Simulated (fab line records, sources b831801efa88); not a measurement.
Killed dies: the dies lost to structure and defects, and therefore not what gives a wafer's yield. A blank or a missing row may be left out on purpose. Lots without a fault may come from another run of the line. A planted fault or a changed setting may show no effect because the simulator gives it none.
Which of the tools did it? | flow gf180mcu | 13 lots, 39 wafers sampled, at 5 steps of a route of 602

== WHAT THE GAUGES READ, wafer by wafer ==
GF_M2_RS_MEAS_05: a four-point-probe measurement.
lot  | measured     | on            | M2_ALCU_RS (ohm/sq)
L117 | day 18 15:43 | film_metro-02 | 0.0696 0.0685 0.0698
L118 | day 18 16:34 | film_metro-03 | 0.0699 0.0666 0.0673
L120 | day 20 01:05 | film_metro-02 | 0.0706 0.0696 0.0709
L122 | day 20 22:30 | film_metro-04 | 0.0675 0.0675 0.0703
L125 | day 21 18:58 | film_metro-02 | 0.0696 0.0689 0.0686
L126 | day 22 05:37 | film_metro-02 | 0.0689 0.0682 0.0682
L127 | day 22 08:57 | film_metro-04 | 0.0700 0.0684 0.0695
L129 | day 22 23:43 | film_metro-02 | 0.0717 0.0712 0.0713
L131 | day 23 23:05 | film_metro-02 | 0.0697 0.0687 0.0695
L132 | day 24 13:10 | film_metro-03 | 0.0706 0.0705 0.0686
L133 | day 24 13:29 | film_metro-03 | 0.0683 0.0687 0.0690
L137 | day 25 16:20 | film_metro-03 | 0.0705 0.0713 0.0701
L138 | day 25 22:04 | film_metro-04 | 0.0699 0.0694 0.0709

GF_V2_CD_MEAS_14: target cd 260 nm.
lot  | measured     | on        | cd_nm (nm)
L117 | day 20 17:10 | cd_sem-01 | 261.5 261.6 261.0
L118 | day 20 19:29 | cd_sem-01 | 259.1 259.3 259.6
L120 | day 22 02:04 | cd_sem-01 | 261.3 261.8 261.1
L122 | day 22 23:02 | cd_sem-02 | 260.8 260.0 259.4
L125 | day 23 17:24 | cd_sem-02 | 259.8 260.2 260.1
L126 | day 24 04:04 | cd_sem-01 | 260.9 261.7 262.2
L127 | day 24 08:04 | cd_sem-02 | 259.2 258.6 258.7
L129 | day 24 21:58 | cd_sem-01 | 260.5 259.9 261.3
L131 | day 25 19:43 | cd_sem-02 | 259.7 259.1 259.4
L132 | day 26 08:20 | cd_sem-02 | 261.8 261.1 259.7
L133 | day 26 09:40 | cd_sem-02 | 268.1 267.4 267.8
L137 | day 27 11:06 | cd_sem-01 | 260.1 260.2 260.6
L138 | day 27 16:04 | cd_sem-02 | 268.5 268.1 268.9

== WHICH TOOL RAN EACH LOT (tool, then ch and the chambers of the sampled wafers, then the start) ==
lot  | GF_M2_SPUTTER_00             | GF_M2_SPUTTER_01             | GF_V2_PEB_12
L117 | pvd_sputter-04, day 18 15:28 | pvd_sputter-04, day 18 15:34 | litho_track-04 ch 0, day 20 16:50
L118 | pvd_sputter-01, day 18 16:20 | pvd_sputter-01, day 18 16:26 | litho_track-01 ch 0, day 20 19:09
L120 | pvd_sputter-04, day 20 00:52 | pvd_sputter-04, day 20 00:58 | litho_track-04 ch 0, day 22 01:43
L122 | pvd_sputter-01, day 20 22:16 | pvd_sputter-01, day 20 22:22 | litho_track-01 ch 0, day 22 22:42
L125 | pvd_sputter-03, day 21 18:45 | pvd_sputter-03, day 21 18:51 | litho_track-02 ch 0, day 23 17:03
L126 | pvd_sputter-03, day 22 05:24 | pvd_sputter-03, day 22 05:30 | litho_track-01 ch 0, day 24 03:43
L127 | pvd_sputter-01, day 22 08:43 | pvd_sputter-01, day 22 08:49 | litho_track-02 ch 0, day 24 07:44
L129 | pvd_sputter-04, day 22 23:29 | pvd_sputter-04, day 22 23:35 | litho_track-04 ch 0, day 24 21:37
L131 | pvd_sputter-04, day 23 22:47 | pvd_sputter-04, day 23 22:53 | litho_track-01 ch 0, day 25 19:23
L132 | pvd_sputter-01, day 24 12:56 | pvd_sputter-01, day 24 13:02 | litho_track-01 ch 0, day 26 08:00
L133 | pvd_sputter-03, day 24 13:16 | pvd_sputter-03, day 24 13:22 | litho_track-04 ch 0, day 26 09:19
L137 | pvd_sputter-04, day 25 16:07 | pvd_sputter-04, day 25 16:13 | litho_track-02 ch 0, day 27 10:45
L138 | pvd_sputter-03, day 25 21:50 | pvd_sputter-03, day 25 21:56 | litho_track-04 ch 0, day 27 15:43
- GF_M2_SPUTTER_00: material Ti, target thk 37.5 nm, time 150 s.
- GF_M2_SPUTTER_01: material TiN, target thk 30 nm, time 25 s.
- GF_V2_PEB_12: peb time 90 s.

== WHAT THE TOOLS THEMSELVES READ (means of the sampled wafers that have a number; where no wafer has one, the mark that the record gives instead) ==
GF_M2_SPUTTER_00.
lot  | tool           | throttle_valve_pct (%)
L117 | pvd_sputter-04 | 29.3
L118 | pvd_sputter-01 | 29.4
L120 | pvd_sputter-04 | 29.1
L122 | pvd_sputter-01 | 29.4
L125 | pvd_sputter-03 | 30.2
L126 | pvd_sputter-03 | 30.2
L127 | pvd_sputter-01 | 29.5
L129 | pvd_sputter-04 | 29.6
L131 | pvd_sputter-04 | 29.1
L132 | pvd_sputter-01 | 29.0
L133 | pvd_sputter-03 | 30.3
L137 | pvd_sputter-04 | 29.2
L138 | pvd_sputter-03 | 31.2

GF_M2_SPUTTER_01.
lot  | tool           | throttle_valve_pct (%)
L117 | pvd_sputter-04 | 29.3
L118 | pvd_sputter-01 | 29.5
L120 | pvd_sputter-04 | 29.4
L122 | pvd_sputter-01 | 29.5
L125 | pvd_sputter-03 | 30.1
L126 | pvd_sputter-03 | 30.1
L127 | pvd_sputter-01 | 29.5
L129 | pvd_sputter-04 | 29.6
L131 | pvd_sputter-04 | 29.4
L132 | pvd_sputter-01 | 29.1
L133 | pvd_sputter-03 | 30.4
L137 | pvd_sputter-04 | 29.2
L138 | pvd_sputter-03 | 31.1

== THE ANSWER, worked out from the rows above alone ==
Rule: usual is defined by the lots themselves. The widest of any qualifying gaps counts: lots, ordered by their means at a reading, are off when they make up no more than a third of the lots, leave a main group of 4 or more, and stand apart from it by 3 or more times the standard deviation of that group's means. A main group is skipped when, at the precision printed for the reading in the tables above, its means are all equal. A lot without any number at a reading at which 4 lots or more have one is off too. All remaining lots with rows at the step are treated as sound. First the gauges in route order, then the tools' own readings, where a lot's mean is used as printed above. The first step at which some lot is off is used, and at that step the reading that is off furthest; a lot without a number counts as furthest.
Off: L133, L138, at GF_V2_CD_MEAS_14 (cd_nm). Main group: mean 260.3 nm, sd 0.88.
A tool fits if, at a process step before that reading, it ran every lot that is off, and no sound lot after the first of them. The gauges at GF_V2_CD_MEAS_14 aren't tried: what is off there is off at GF_M2_SPUTTER_00 too, on other tools, and a gauge's error can't cause that. This does not decide it: 2 tools fit, namely pvd_sputter-03 at GF_M2_SPUTTER_00 and GF_M2_SPUTTER_01 and litho_track-04 at GF_V2_PEB_12.

== WHAT THE SIMULATOR PUT IN ==
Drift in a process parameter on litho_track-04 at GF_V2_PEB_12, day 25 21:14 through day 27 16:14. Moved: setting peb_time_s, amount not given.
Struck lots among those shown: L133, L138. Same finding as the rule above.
